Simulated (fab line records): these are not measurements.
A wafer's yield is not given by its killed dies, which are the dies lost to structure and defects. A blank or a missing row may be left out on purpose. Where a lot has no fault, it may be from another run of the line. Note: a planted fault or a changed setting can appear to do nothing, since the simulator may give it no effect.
Matching of chambers | flow sky130 | 4 sister chambers for SKY_SPACER_ETCHBACK_02 on rie diel-03
The step etches Si3N4 in CH3F/O2, stops on SiO2, time 46.7 s, target depth 45 nm. 14 wafers are shown with their chamber, then 7 later ones without.

WAFERS, EACH WITH ITS CHAMBER
wafer  | chamber | drypump motor current A (A) | oes product au (a.u.) | throttle valve pct (%)
L500.2 | 3       | 5.6                         | 0.851                 | 10.567
L500.3 | 0       | 5.7                         | 0.849                 | 10.569
L500.4 | 2       | 6.5                         | 0.863                 | 10.549
L502.1 | 0       | 5.7                         | 0.849                 | 10.584
L502.5 | 0       | 5.6                         | 0.855                 | 10.550
L502.6 | 1       | 5.8                         | 0.849                 | 10.576
L512.2 | 0       | 5.7                         | 0.849                 | 10.559
L512.5 | 3       | 5.6                         | 0.854                 | 10.567
L512.6 | 0       | 5.7                         | 0.852                 | 10.564
L515.1 | 2       | 6.5                         | 0.845                 | 10.559
L515.5 | 2       | 6.5                         | 0.849                 | 10.560
L515.6 | 1       | 5.8                         | 0.850                 | 10.553
L516.2 | 2       | 6.5                         | 0.847                 | 10.568
L516.3 | 1       | 5.8                         | 0.839                 | 10.546

SIGNATURES, as means of the wafers listed above
reading                 | chamber 0 | chamber 1 | chamber 2 | chamber 3 | scatter within a chamber
drypump motor current A | 5.680     | 5.800     | 6.500     | 5.600     | 0.0283
oes product au          | 0.85080   | 0.84600   | 0.85100   | 0.85250   | 0.00554
throttle valve pct      | 10.56520  | 10.55833  | 10.55900  | 10.56700  | 0.0115
Rule: a wafer's distance from a chamber is the root of the sum, over the readings, of the square of ((its reading less the chamber's mean) divided by the reading's scatter). If the next closest chamber is less than 2 further off than the closest, the wafer can't be placed; otherwise it belongs to the closest. The scatter: the root of (the sum of the squares of (reading less its chamber's mean) over the shown wafers, divided by (wafers less chambers)).

WAFERS WITH NO CHAMBER GIVEN
wafer  | drypump motor current A (A) | oes product au (a.u.) | throttle valve pct (%)
L516.6 | 5.7                         | 0.847                 | 10.563
L518.2 | 5.8                         | 0.849                 | 10.554
L518.3 | 6.5                         | 0.851                 | 10.561
L518.5 | 5.7                         | 0.846                 | 10.548
L521.4 | 5.6                         | 0.859                 | 10.564
L521.5 | 6.5                         | 0.845                 | 10.551
L521.6 | 5.6                         | 0.860                 | 10.547

WHICH CHAMBER EACH ONE RAN IN
wafer  | from the rows above     | in truth
L516.6 | 0                       | 0
L518.2 | 1                       | 1
L518.3 | 2                       | 2
L518.5 | can't be placed: 0 or 1 | 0
L521.4 | can't be placed: 3 or 0 | 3
L521.5 | 2                       | 2
L521.6 | can't be placed: 3 or 0 | 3
4 of 7 placed correctly. Can't be placed from these rows: 3 (the true chamber is among the candidates in 3). Wrongly placed: 0.
